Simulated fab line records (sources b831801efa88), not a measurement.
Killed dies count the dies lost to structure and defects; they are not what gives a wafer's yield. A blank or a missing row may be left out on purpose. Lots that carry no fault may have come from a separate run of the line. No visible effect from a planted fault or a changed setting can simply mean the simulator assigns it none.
Which tool did it? :: flow gf180mcu :: 30 wafers from 10 lots sampled at 3 of the route's 602 steps

WHAT EACH GAUGE READ, for each wafer
GF_V4_RS_MEAS_24: measures by four-point-probe.
lot: L500
measured: day 24 21:25
on: film metro-02
V4_W_RS (ohm/sq): 0.328 0.329 0.328

lot: L503
measured: day 26 12:23
on: film metro-02
V4_W_RS (ohm/sq): 0.331 0.328 0.331

lot: L506
measured: day 27 02:09
on: film metro-02
V4_W_RS (ohm/sq): 0.328 0.329 0.327

lot: L507
measured: day 27 21:53
on: film metro-02
V4_W_RS (ohm/sq): 0.325 0.327 0.326

lot: L509
measured: day 28 05:58
on: film metro-02
V4_W_RS (ohm/sq): 0.331 0.329 0.335

lot: L510
measured: day 28 18:59
on: film metro-03
V4_W_RS (ohm/sq): 0.332 0.330 0.330

lot: L511
measured: day 28 19:58
on: film metro-04
V4_W_RS (ohm/sq): 0.330 0.326 0.334

lot: L516
measured: day 29 18:53
on: film metro-04
V4_W_RS (ohm/sq): 0.326 0.327 0.415 0.326 0.327 0.416

lot: L519
measured: day 30 12:52
on: film metro-04
V4_W_RS (ohm/sq): 0.331 0.332 0.331

lot: L521
measured: day 31 04:40
on: film metro-04
V4_W_RS (ohm/sq): 0.336 0.335 0.336

TOOL THAT RAN EACH LOT (tool first, then ch and the chambers of the sampled wafers, then the start)
lot: L500
GF_V4_ETCH_16: rie diel-04 ch 0,1,2, day 24 20:29
GF_V4_CVD_23: cvd w-02 ch 0,1, day 24 21:18

lot: L503
GF_V4_ETCH_16: rie diel-02 ch 0,2, day 26 11:31
GF_V4_CVD_23: cvd w-02 ch 0,1, day 26 12:17

lot: L506
GF_V4_ETCH_16: rie diel-02 ch 0,1,3, day 27 01:16
GF_V4_CVD_23: cvd w-02 ch 0,1, day 27 02:02

lot: L507
GF_V4_ETCH_16: rie diel-02 ch 0,1, day 27 20:56
GF_V4_CVD_23: cvd w-02 ch 0, day 27 21:44

lot: L509
GF_V4_ETCH_16: rie diel-03 ch 1,2,3, day 28 05:04
GF_V4_CVD_23: cvd w-02 ch 0,1, day 28 05:50

lot: L510
GF_V4_ETCH_16: rie diel-03 ch 0,2,3, day 28 18:03
GF_V4_CVD_23: cvd w-01 ch 0,1, day 28 18:51

lot: L511
GF_V4_ETCH_16: rie diel-02 ch 0,3, day 28 18:59
GF_V4_CVD_23: cvd w-02 ch 0,1, day 28 19:50

lot: L516
GF_V4_ETCH_16: rie diel-03 ch 1,3, day 29 17:59
GF_V4_CVD_23: cvd w-02 ch 0,1, day 29 18:45

lot: L519
GF_V4_ETCH_16: rie diel-03 ch 1,3, day 30 11:55
GF_V4_CVD_23: cvd w-01 ch 0,1, day 30 12:43

lot: L521
GF_V4_ETCH_16: rie diel-03 ch 0,3, day 31 03:41
GF_V4_CVD_23: cvd w-01 ch 0,1, day 31 04:33
- GF_V4_ETCH_16: etches BARC in N2/H2.
- GF_V4_CVD_23: deposits W, target thk 350 nm, time 104.9 s.

THE ANSWER, worked out from the rows above alone
Rule: usual is defined by the lots themselves. The widest of any qualifying gaps counts: lots, ordered by their means at a reading, are off when they make up no more than a third of the lots, leave a main group of 4 or more, and stand apart from it by 3 or more times the standard deviation of that group's means. The tables above print the reading to a certain number of digits; a main group whose means all agree to those digits is not used. Also off: a lot with no number at a reading for which 4 or more lots have one. The other lots that the step has rows for count as sound.
Off: L516, seen at GF_V4_RS_MEAS_24 (V4_W_RS). Main group: mean 0.330 ohm/sq, sd 0.0026.
A tool fits if, at a process step before that reading, it ran every lot that is off, and no sound lot after the first of them. Gauges at GF_V4_RS_MEAS_24: tried the same way as those tools. One candidate fits, namely cvd w-02 at GF_V4_CVD_23. Its last sound lot is L511 (day 28 19:50), its first lot that is off L516 (day 29 18:45): a fault that began between those two fits.

WHAT THE SIMULATOR HAD PUT IN
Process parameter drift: cvd w-02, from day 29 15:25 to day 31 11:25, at GF_V4_CVD_23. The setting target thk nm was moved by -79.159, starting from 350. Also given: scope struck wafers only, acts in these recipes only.
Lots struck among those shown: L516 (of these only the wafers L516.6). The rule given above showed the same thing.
